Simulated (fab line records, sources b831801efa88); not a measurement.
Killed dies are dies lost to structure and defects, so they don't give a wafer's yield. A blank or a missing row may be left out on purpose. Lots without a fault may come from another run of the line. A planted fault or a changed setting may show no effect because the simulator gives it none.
A struck lot beside a sound one | flow sky130 | 21 steps out of a route of 708
Sound: wafers L965.2, L965.3, L965.5. Struck: wafers L974.2, L974.3, L974.6. The cause comes at the end.
At each step with rows: each side's tool, then ch and its chambers, then its first start. Under that, the readings that differ: sound wafers | struck wafers | difference of the means | sigmas: that difference in standard deviations of wafers without a fault.
alike: readings whose means differ by less than 2 such deviations, and words and numbers that are the same on both sides. not compared: withheld readings, readings that some wafer has no value for, bounds like >300 that may hide the same value, and numbers for which the record gives no deviation and whose values overlap.
The two part at a step that has a row with sigmas, a row that says differs or no value, or rows on one side only. Numbers that don't overlap but have no deviation are shown without sigmas and don't part them. A reading that every wafer of one side lacks parts them only if that side has two wafers or more.

first, 1 step without rows for these wafers: SKY_FIELD_ISO_CVD_24 (deposits SiO2, target thk 595 nm, time 99.2 s).
SKY_FIELD_ISO_THK_MEAS_25:
  sound on film_metro-01, day 4 04:43; struck on film_metro-04, day 6 06:28
  alike: FIELD_ISO_CVD_24_THK
then, 1 step without rows for these wafers: SKY_FIELD_ISO_ANNEAL_26 (time 1800 s).
SKY_FIELD_ISO_CMP_27: polishes, stops on Si3N4, t overpolish 16 s, target thk 457.8 nm.
  sound on cmp-01 ch 1,2, day 4 06:16; struck on cmp-01 ch 1,3, day 6 08:04
  alike: edge_zone_pressure_frac, motor_current_A, overpolish_run_s, slurry_flow_ml_min, time_to_endpoint_s
then, 5 steps without rows for these wafers: SKY_FIELD_ISO_WET_ETCH_28 (etches SiO2 in dHF, target depth 23.7 nm, time 47 s); SKY_FIELD_ISO_WET_ETCH_29 (etches Si3N4 in H3PO4, target depth 160 nm, time 1825 s); SKY_FIELD_ISO_WET_ETCH_30 (etches SiO2 in dHF, target depth 25 nm, time 50 s); SKY_NWELL_CLEAN_00 (cleans in SC1/SC2, time 150 s); SKY_NWELL_OXIDATION_01 (stabilise 600 s, purge 300 s, target thk 10 nm).
SKY_NWELL_THK_MEAS_02:
  sound on film_metro-04, day 4 09:00; struck on film_metro-03, day 6 10:20
  alike: NWELL_OXIDATION_THK
then, 2 steps without rows for these wafers: SKY_DNWELL_DEHYDRATE_00 (time 60 s); SKY_DNWELL_HMDS_01 (prime time 60 s).
SKY_DNWELL_COAT_02: resist thk 3000 nm.
  sound on litho_track-02 ch 0, day 4 16:50; struck on litho_track-02 ch 0, day 6 19:23
  reading                                  | sound          | struck         | difference | sigmas
  model.coat_of_DNWELL_COAT_02.thk_nm (nm) | 3005 3001 3005 | 2074 2070 2075 | -931       |
  alike: chill_plate_temp_C, spin_speed_rpm
then, 3 steps without rows for these wafers: SKY_DNWELL_SOFTBAKE_03; SKY_DNWELL_EXPOSE_04 (exposes mask DNM, target cd 3000 nm); SKY_DNWELL_PEB_05.
SKY_DNWELL_DEVELOP_06: develop time 60 s.
  sound on litho_track-02 ch 0; struck on litho_track-03 ch 0
  reading                                  | sound          | struck         | difference | sigmas
  model.coat_of_DNWELL_COAT_02.thk_nm (nm) | 3001 2997 3001 | 2070 2066 2070 | -931       |
  alike: chill_plate_temp_C
then, 1 step without rows for these wafers: SKY_DNWELL_IMPLANT_07.
SKY_DNWELL_STRIP_08: strips in O2/N2.
  sound on plasma_asher-01 ch 0,1, day 5 01:34; struck on plasma_asher-02 ch 0,1, day 7 05:01
  reading                      | sound             | struck            | difference | sigmas
  strip_time_to_endpoint_s (s) | 36.98 36.93 36.97 | 26.21 26.18 26.21 | -10.76     | -98
  alike: drypump_motor_current_A, oes_product_au
  not compared: rf_hours_counter_h
SKY_DNWELL_TW_MEAS_09:
  sound on film_metro-01, day 5 01:41; struck on film_metro-03, day 7 05:08
  alike: DNWELL_TW
-- the record jumps here: 43 days lie between the struck wafers' starts before and after (it left off in module DNWELL and takes up again in module PAD_OPEN, whose first step shown is number 708 of the route) --
SKY_PAD_OPEN_PROBE_99:
  sound on prober-02, day 48 09:34; struck on prober-01, day 49 22:38
  reading                                  | sound             | struck          | difference | sigmas
  model.etest.res_deep_nwell.width_nm (nm) | 2999 3011 3015    | 3070 3074 3076  | +65        |
  model.etest.res_deep_nwell.line_ohm_um   | 743.3 752.5 739.3 | 733.2 725.5 721 | -18.5      |
  alike: killed_at_M0_to_M3, killed_at_M4_up, killed_at_contacts, killed_at_front_end, killed_at_other, killed_dies, killed_open, killed_short
  not compared: model.etest.nfet_05v0_nvt.vt_long_v

WHERE THEY PART
Only at SKY_DNWELL_STRIP_08, within this record. Later steps at which nothing parts them and some readings are alike: SKY_DNWELL_TW_MEAS_09, SKY_PAD_OPEN_PROBE_99.

WHY: what the simulator had put in
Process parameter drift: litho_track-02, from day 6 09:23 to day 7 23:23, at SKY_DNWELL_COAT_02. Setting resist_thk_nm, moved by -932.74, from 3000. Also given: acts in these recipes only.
